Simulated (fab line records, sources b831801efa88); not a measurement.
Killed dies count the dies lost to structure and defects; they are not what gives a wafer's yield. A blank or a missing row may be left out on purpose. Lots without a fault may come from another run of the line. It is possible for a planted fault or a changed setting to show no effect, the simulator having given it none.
The tool behind it: which one? -- flow sky130 -- Sampling: 13 lots, 39 wafers, 3 of 708 route steps

WHAT THE GAUGES READ, wafer by wafer
SKY_METAL1_CD_MEAS_15 targets a cd of 140 nm.
lot,measured,on,cd_nm (nm)
L469,day 32 20:33,cd_sem-01,141.6 140.5 141.2
L472,day 33 22:41,cd_sem-02,137.4 139.6 138.3
L473,day 34 10:08,cd_sem-02,137.2 138.8 138.7
L474,day 34 23:49,cd_sem-02,143.6 141.9 141.7
L476,day 35 01:44,cd_sem-01,139.7 139.9 139.5
L477,day 36 09:40,cd_sem-01,142.4 141.9 140.2
L483,day 37 19:11,cd_sem-02,141.4 141.2 140.7
L485,day 38 03:49,cd_sem-02,138.1 138.4 138.4
L484,day 38 05:36,cd_sem-01,139.3 137.7 138.6
L488,day 39 01:26,cd_sem-02,138.3 141.1 138.7
L489,day 39 05:04,cd_sem-02,140.0 141.3 139.3
L491,day 39 23:03,cd_sem-02,140.0 140.2 138.3
L492,day 39 23:44,cd_sem-01,140.3 139.4 140.5

EACH LOT AND THE TOOL THAT RAN IT (in order: tool; ch and the chambers of the sampled wafers; start)
lot,SKY_METAL1_SPUTTER_00,SKY_METAL1_SPUTTER_03
L469,"pvd_sputter-03, day 31 17:04","pvd_sputter-03, day 31 17:08"
L472,"pvd_sputter-02, day 32 19:25","pvd_sputter-02, day 32 19:29"
L473,"pvd_sputter-03, day 33 07:01","pvd_sputter-03, day 33 07:05"
L474,"pvd_sputter-03, day 33 21:22","pvd_sputter-03, day 33 21:26"
L476,"pvd_sputter-01, day 33 22:22","pvd_sputter-01, day 33 22:26"
L477,"pvd_sputter-02, day 35 07:12","pvd_sputter-02, day 35 07:17"
L483,"pvd_sputter-03, day 36 16:20","pvd_sputter-03, day 36 16:24"
L485,"pvd_sputter-01, day 37 01:58","pvd_sputter-01, day 37 02:02"
L484,"pvd_sputter-01, day 37 03:41","pvd_sputter-01, day 37 03:46"
L488,"pvd_sputter-03, day 37 23:35","pvd_sputter-03, day 37 23:39"
L489,"pvd_sputter-03, day 38 04:05","pvd_sputter-03, day 38 04:10"
L491,"pvd_sputter-01, day 38 21:01","pvd_sputter-01, day 38 21:05"
L492,"pvd_sputter-02, day 38 22:52","pvd_sputter-02, day 38 22:56"
- SKY_METAL1_SPUTTER_00: material Ti, target thk 15 nm, time 10 s.
- SKY_METAL1_SPUTTER_03: material Ti, target thk 5 nm, time 3.3 s.

AS READ BY THE TOOLS THEMSELVES (means over the sampled wafers that have a number; for cases with no such wafer, the mark the record gives instead)
SKY_METAL1_SPUTTER_00.
lot,tool,throttle_valve_pct (%)
L469,pvd_sputter-03,30.1
L472,pvd_sputter-02,30.0
L473,pvd_sputter-03,30.1
L474,pvd_sputter-03,29.6
L476,pvd_sputter-01,29.9
L477,pvd_sputter-02,30.3
L483,pvd_sputter-03,30.5
L485,pvd_sputter-01,30.4
L484,pvd_sputter-01,30.1
L488,pvd_sputter-03,30.1
L489,pvd_sputter-03,30.4
L491,pvd_sputter-01,29.4
L492,pvd_sputter-02,29.4

SKY_METAL1_SPUTTER_03.
lot,tool,throttle_valve_pct (%)
L469,pvd_sputter-03,29.9
L472,pvd_sputter-02,29.9
L473,pvd_sputter-03,30.2
L474,pvd_sputter-03,29.6
L476,pvd_sputter-01,30.0
L477,pvd_sputter-02,30.2
L483,pvd_sputter-03,30.7
L485,pvd_sputter-01,30.3
L484,pvd_sputter-01,30.0
L488,pvd_sputter-03,30.3
L489,pvd_sputter-03,30.6
L491,pvd_sputter-01,29.3
L492,pvd_sputter-02,29.5

THE ANSWER, worked out from the rows above alone
Rule: what is usual is taken from the lots themselves. Put in order of their means at a reading, lots are off if they are a third of the lots or fewer, leave a main group of 4 or more, and stand apart from it by a gap of 3 or more times the standard deviation of the main group's means; of several such gaps the widest counts. A main group is skipped when, at the precision printed for the reading in the tables above, its means are all equal. A lot without any number at a reading at which 4 lots or more have one is off too. The other lots that the step has rows for count as sound. First the gauges in route order, then the tools' own readings, where a lot's mean is used as printed above. The first step at which some lot is off is used, and at that step the reading that is off furthest; a lot without a number counts as furthest.
Nothing can be told from this: no lot is off at any reading shown.

WHAT THE SIMULATOR PUT IN
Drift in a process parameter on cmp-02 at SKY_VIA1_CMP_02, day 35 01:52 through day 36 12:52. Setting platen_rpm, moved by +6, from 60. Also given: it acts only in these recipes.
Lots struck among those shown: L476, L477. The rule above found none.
